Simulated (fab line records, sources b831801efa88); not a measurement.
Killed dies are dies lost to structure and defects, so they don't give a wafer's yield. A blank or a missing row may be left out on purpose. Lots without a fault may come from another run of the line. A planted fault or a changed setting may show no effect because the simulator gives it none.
A struck lot beside a sound one | flow sky130 | 36 steps out of a route of 708
Sound: wafers L604.1, L604.2, L604.3. Struck: wafers L610.2, L610.3, L610.6. The cause comes at the end.
At each step with rows: each side's tool, then ch and its chambers, then its first start. Under that, the readings that differ: sound wafers | struck wafers | difference of the means | sigmas: that difference in standard deviations of wafers without a fault.
alike: readings whose means differ by less than 2 such deviations, and words and numbers that are the same on both sides. not compared: withheld readings, readings that some wafer has no value for, bounds like >300 that may hide the same value, and numbers for which the record gives no deviation and whose values overlap.
The two part at a step that has a row with sigmas, a row that says differs or no value, or rows on one side only. Numbers that don't overlap but have no deviation are shown without sigmas and don't part them. A reading that every wafer of one side lacks parts them only if that side has two wafers or more.

first, 10 steps without rows for these wafers: SKY_NWELL_IMPLANT_12; SKY_NWELL_IMPLANT_13; SKY_NWELL_STRIP_14 (strips in O2/N2); SKY_NWELL_DEHYDRATE_16 (time 60 s); SKY_NWELL_HMDS_17 (prime time 60 s); SKY_NWELL_COAT_18 (resist thk 3000 nm); SKY_NWELL_SOFTBAKE_19; SKY_NWELL_EXPOSE_20 (exposes mask NWM COMPLEMENT, target cd 840 nm); SKY_NWELL_PEB_21; SKY_NWELL_DEVELOP_22 (develop time 60 s).
SKY_NWELL_IMPLANT_24:
  sound on implanter-03 ch 0, day 6 15:38; struck on implanter-03 ch 0, day 8 02:53
  reading            | sound                         | struck                           | difference  | sigmas
  dose_ions_cm2      | 9.199e+12 9.202e+12 9.205e+12 | 1.3462e+13 1.3471e+13 1.3471e+13 | +4.2660e+12 | +99 or more
  faraday_current_uA | 53.0 50.4 51.5                | 74.6 76.0 75.9                   | +23.9       | +22
  alike: end_station_pressure_torr
then, 1 step without rows for these wafers: SKY_NWELL_STRIP_25 (strips in O2/N2).
SKY_NWELL_TW_MEAS_26:
  sound on film_metro-03, day 6 15:53; struck on film_metro-04, day 8 03:07
  reading    | sound       | struck      | difference | sigmas
  NWELL_2_TW | 490 487 491 | 552 556 557 | +66        | +17
then, 20 steps without rows for these wafers: SKY_NWELL_CLEAN_27 (cleans in SC1/SC2, time 150 s); SKY_NWELL_RTA_28 (time 30 s); SKY_VT_ADJUST_HVTP_DEHYDRATE_00 (time 60 s); SKY_VT_ADJUST_HVTP_HMDS_01 (prime time 58.32 s); SKY_VT_ADJUST_HVTP_COAT_02 (resist thk 1140 nm); SKY_VT_ADJUST_HVTP_SOFTBAKE_03 (time 60 s); SKY_VT_ADJUST_HVTP_EXPOSE_04 (exposes mask HVTPM, target cd 380 nm); SKY_VT_ADJUST_HVTP_PEB_05; SKY_VT_ADJUST_HVTP_DEVELOP_06 (develop time 60 s); SKY_VT_ADJUST_HVTP_IMPLANT_09; SKY_VT_ADJUST_HVTP_STRIP_10 (strips in O2/N2); SKY_VT_ADJUST_LVTN_DEHYDRATE_00 (time 60 s); SKY_VT_ADJUST_LVTN_HMDS_01 (prime time 60 s); SKY_VT_ADJUST_LVTN_COAT_02 (resist thk 3000 nm); SKY_VT_ADJUST_LVTN_SOFTBAKE_03; SKY_VT_ADJUST_LVTN_EXPOSE_04 (exposes mask NWM COMPLEMENT LESS NATIVE, target cd 840 nm); SKY_VT_ADJUST_LVTN_PEB_05; SKY_VT_ADJUST_LVTN_DEVELOP_06 (develop time 60 s); SKY_VT_ADJUST_LVTN_IMPLANT_08; SKY_VT_ADJUST_LVTN_STRIP_09 (strips in O2/N2).
-- the record jumps here: 29 days lie between the struck wafers' starts before and after (it left off in module VT_ADJUST_LVTN and takes up again in module METAL1, whose first step shown is number 451 of the route) --
SKY_METAL1_DESCUM_17: chemistry O2, time 8 s.
  sound on rie_metal-01 ch 0,1, day 34 22:11; struck on rie_metal-01 ch 0,1, day 36 15:32
  alike: chamber_pressure_mTorr, drypump_motor_current_A, oes_product_au
  not compared: rf_hours_counter_h, model.METAL1.cd_nm
SKY_METAL1_METAL_ETCH_19: etches the open film in Cl2/BCl3, stops on SiO2, target depth 360 nm, time 78 s.
  sound on rie_metal-01 ch 0,1, day 34 22:17; struck on rie_metal-01 ch 0,1, day 36 15:38
  alike: chamber_pressure_mTorr, drypump_motor_current_A, oes_product_au, throttle_valve_pct
  not compared: rf_hours_counter_h, model.METAL1.cd_nm
-- the record jumps here: 12 days lie between the struck wafers' starts before and after (it left off in module METAL1 and takes up again in module PAD_OPEN, whose first step shown is number 708 of the route) --
SKY_PAD_OPEN_PROBE_99:
  sound on prober-02, day 47 13:14; struck on prober-01, day 48 19:37
  reading                                    | sound                         | struck                        | difference | sigmas
  model.etest.pfet_16v.r_on_ohm_um           | 1.512e+04 1.498e+04 1.534e+04 | 1.252e+04 1.274e+04 1.269e+04 | -2.497e+03 |
  model.etest.res_iso_pwell.rs_ohm_sq        | 3003 2922 3162                | 2083 2177 2154                | -891       |
  model.etest.res_pwell_under_gate.rs_ohm_sq | 2282 2284 2264                | 1783 1766 1770                | -504       |
  model.etest.nfet_16v.r_on_ohm_um           | 1.4e+04 1.411e+04 1.415e+04   | 1.49e+04 1.47e+04 1.467e+04   | +6.70e+02  |
  model.etest.res_iso_pwell.line_ohm_um      | 1140 1118 1189                | 762.6 813.5 803.6             | -355.8     |
  model.etest.tip_n_5v.rs_ohm_sq             | 1393 1392 1378                | 1452 1457 1457                | +68        |
  model.etest.res_iso_pwell.width_nm (nm)    | 2621 2643 2642                | 2703 2689 2693                | +60        |
  model.etest.res_nwell.width_nm (nm)        | 839 837.7 848.3               | 794.4 792 794.5               | -48.0      |
  alike: killed_at_M0_to_M3, killed_at_M4_up, killed_at_contacts, killed_at_front_end, killed_at_other, killed_dies, killed_open, killed_short

WHERE THEY PART
First at SKY_NWELL_IMPLANT_24; last, within this record, at SKY_NWELL_TW_MEAS_26. Later steps at which nothing parts them and some readings are alike: SKY_METAL1_DESCUM_17, SKY_METAL1_METAL_ETCH_19, SKY_PAD_OPEN_PROBE_99.

WHY: what the simulator had put in
Process parameter drift: implanter-03, from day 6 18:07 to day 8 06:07, at SKY_NWELL_IMPLANT_24. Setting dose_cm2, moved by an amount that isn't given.
